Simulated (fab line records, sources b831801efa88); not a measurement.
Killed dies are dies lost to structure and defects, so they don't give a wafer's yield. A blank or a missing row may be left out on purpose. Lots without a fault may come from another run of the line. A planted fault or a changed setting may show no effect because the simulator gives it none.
A struck lot beside a sound one | flow sky130 | 43 steps out of a route of 708
Sound: wafers L920.1, L920.2, L920.3. Struck: wafers L921.2, L921.3, L921.6. The cause comes at the end.
At each step with rows: each side's tool, then ch and its chambers, then its first start. Under that, the readings that differ: sound wafers | struck wafers | difference of the means | sigmas: that difference in standard deviations of wafers without a fault.
alike: readings whose means differ by less than 2 such deviations, and words and numbers that are the same on both sides. not compared: withheld readings, readings that some wafer has no value for, bounds like >300 that may hide the same value, and numbers for which the record gives no deviation and whose values overlap.
The two part at a step that has a row with sigmas, a row that says differs or no value, or rows on one side only. Numbers that don't overlap but have no deviation are shown without sigmas and don't part them. A reading that every wafer of one side lacks parts them only if that side has two wafers or more.

first, 3 steps without rows for these wafers: SKY_LDD_N_EXPOSE_04 (exposes mask NTM, target cd 840 nm); SKY_LDD_N_PEB_05; SKY_LDD_N_DEVELOP_06 (develop time 60 s).
SKY_LDD_N_OVL_MEAS_07:
  sound on overlay-02, day 19 18:23; struck on overlay-02, day 20 08:14
  alike: LDD_N_OVL
then, 8 steps without rows for these wafers: SKY_LDD_N_IMPLANT_08; SKY_LDD_N_IMPLANT_09; SKY_LDD_N_IMPLANT_10; SKY_LDD_N_IMPLANT_11; SKY_LDD_N_IMPLANT_12; SKY_LDD_N_IMPLANT_13; SKY_LDD_N_IMPLANT_14; SKY_LDD_N_IMPLANT_15.
SKY_LDD_N_STRIP_16: strips in O2/N2.
  sound on plasma_asher-03 ch 0,1, day 19 19:37; struck on plasma_asher-04 ch 0,1, day 20 09:28
  alike: drypump_motor_current_A, oes_product_au, strip_time_to_endpoint_s
  not compared: rf_hours_counter_h
SKY_LDD_N_TW_MEAS_17:
  sound on film_metro-03, day 19 19:43; struck on film_metro-02, day 20 09:35
  reading  | sound          | struck         | difference | sigmas
  LDD_N_TW | 2652 2636 2660 | 2563 2574 2564 | -82        | -3
then, 7 steps without rows for these wafers: SKY_LDD_P_DEHYDRATE_00 (time 60 s); SKY_LDD_P_HMDS_01 (prime time 60 s); SKY_LDD_P_COAT_02 (resist thk 1140 nm); SKY_LDD_P_SOFTBAKE_03 (time 60 s); SKY_LDD_P_EXPOSE_04 (exposes mask PSDM, target cd 380 nm); SKY_LDD_P_PEB_05; SKY_LDD_P_DEVELOP_06 (develop time 60 s).
SKY_LDD_P_CD_MEAS_07: target cd 380 nm.
  sound on cd_sem-01, day 21 02:49; struck on cd_sem-01, day 21 15:50
  alike: cd_nm
SKY_LDD_P_OVL_MEAS_08:
  sound on overlay-02, day 21 02:56; struck on overlay-02, day 21 15:56
  alike: LDD_P_OVL
then, 1 step without rows for these wafers: SKY_LDD_P_IMPLANT_09.
SKY_LDD_P_STRIP_10: strips in O2/N2.
  sound on plasma_asher-03 ch 0,1, day 21 03:07; struck on plasma_asher-03 ch 0,1, day 21 16:07
  alike: drypump_motor_current_A, oes_product_au, strip_time_to_endpoint_s
  not compared: rf_hours_counter_h
SKY_LDD_P_TW_MEAS_11:
  sound on film_metro-01, day 21 03:13; struck on film_metro-04, day 21 16:14
  alike: LDD_P_TW
then, 7 steps without rows for these wafers: SKY_LDD_HVN_DEHYDRATE_00 (time 60 s); SKY_LDD_HVN_HMDS_01 (prime time 60 s); SKY_LDD_HVN_COAT_02 (resist thk 300 nm); SKY_LDD_HVN_SOFTBAKE_03 (time 60 s); SKY_LDD_HVN_EXPOSE_04 (exposes mask HVNTM, target cd 700 nm); SKY_LDD_HVN_PEB_05; SKY_LDD_HVN_DEVELOP_06 (develop time 60 s).
SKY_LDD_HVN_OVL_MEAS_07:
  sound on overlay-01, day 22 09:47; struck on overlay-01, day 22 23:14
  alike: LDD_HVN_OVL
then, 1 step without rows for these wafers: SKY_LDD_HVN_IMPLANT_08.
SKY_LDD_HVN_STRIP_09: strips in O2/N2.
  sound on plasma_asher-01 ch 0,1, day 22 09:58; struck on plasma_asher-02 ch 0,1, day 22 23:25
  alike: drypump_motor_current_A, oes_product_au, strip_time_to_endpoint_s
  not compared: rf_hours_counter_h
SKY_LDD_HVN_TW_MEAS_10:
  sound on film_metro-01, day 22 10:04; struck on film_metro-02, day 22 23:31
  alike: LDD_HVN_TW
then, 5 steps without rows for these wafers: SKY_LDD_HVP_DEHYDRATE_00 (time 60 s); SKY_LDD_HVP_HMDS_01 (prime time 60 s); SKY_LDD_HVP_COAT_02 (resist thk 300 nm); SKY_LDD_HVP_SOFTBAKE_03 (time 60 s); SKY_LDD_HVP_EXPOSE_04 (exposes mask HVPTM, target cd 700 nm).
-- the record jumps here: 25 days lie between the struck wafers' starts before and after (it left off in module LDD_HVP and takes up again in module PAD_OPEN, whose first step shown is number 708 of the route) --
SKY_PAD_OPEN_PROBE_99:
  the record has rows for the struck wafers here (prober-01, day 47 13:04) and none for the sound ones

WHERE THEY PART
First at SKY_LDD_N_TW_MEAS_17; last, within this record, at SKY_PAD_OPEN_PROBE_99.

WHY: what the simulator had put in
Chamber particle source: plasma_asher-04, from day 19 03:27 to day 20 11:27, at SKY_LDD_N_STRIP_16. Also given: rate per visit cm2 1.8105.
